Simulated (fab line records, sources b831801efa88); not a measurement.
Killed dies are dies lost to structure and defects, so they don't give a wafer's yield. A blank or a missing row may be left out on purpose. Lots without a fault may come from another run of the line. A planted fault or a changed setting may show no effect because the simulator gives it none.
Which tool did it? | flow gf180mcu | 14 lots, 42 wafers sampled, at 1 step of a route of 602

WHAT THE GAUGES READ, wafer by wafer
GF_M4_CD_MEAS_14: target cd 280 nm. Usual: cd_nm 279.5 nm, standard deviation 1.4.
lot  | measured     | on        | cd_nm (nm)        | flag
L375 | day 23 17:30 | cd_sem-01 | 280.2 279.7 280.1 |
L378 | day 24 18:17 | cd_sem-01 | 279.5 281.5 279.7 |
L379 | day 25 01:32 | cd_sem-01 | 280.8 280.2 280.2 |
L385 | day 27 05:38 | cd_sem-01 | 280.6 279.7 279.4 |
L388 | day 28 03:58 | cd_sem-02 | 277.9 279.3 280.4 |
L389 | day 28 11:10 | cd_sem-01 | 277.7 279.9 279.0 |
L391 | day 28 18:36 | cd_sem-02 | 278.9 278.9 278.8 |
L390 | day 28 23:37 | cd_sem-01 | 281.7 281.8 281.2 |
L392 | day 29 03:20 | cd_sem-01 | 278.5 279.5 277.7 |
L393 | day 29 11:34 | cd_sem-01 | 278.9 280.4 279.2 |
L394 | day 29 21:29 | cd_sem-01 | 281.1 280.1 279.8 |
L395 | day 30 02:10 | cd_sem-01 | 278.4 279.3 279.0 |
L396 | day 30 08:53 | cd_sem-01 | 277.8 278.8 277.3 |
L397 | day 30 17:35 | cd_sem-02 | 282.3 280.3 280.3 |

WHICH TOOL RAN EACH LOT (tool, then ch and the chambers of the sampled wafers, then the start)
The record holds no process step before these readings.

WHAT THE TOOLS THEMSELVES READ (means of the sampled wafers that have a number; where no wafer has one, the mark that the record gives instead)
The record holds no such reading with a usual standard deviation.

THE ANSWER, worked out from the rows above alone
Rule: a lot is off if the mean of its wafers that have a number lies more than 3 standard deviations from the usual mean. A lot without any number at a reading at which 4 lots or more have one is off too. The other lots that the step has rows for count as sound. The gauges are gone through in route order, then the tools' own readings, and for those a lot's mean is taken as printed above. The first step at which some lot is off is used, and at that step the reading that is off furthest; a lot without a number counts as furthest.
No lot is off at any reading shown: from this, nothing can be told.

WHAT THE SIMULATOR HAD PUT IN
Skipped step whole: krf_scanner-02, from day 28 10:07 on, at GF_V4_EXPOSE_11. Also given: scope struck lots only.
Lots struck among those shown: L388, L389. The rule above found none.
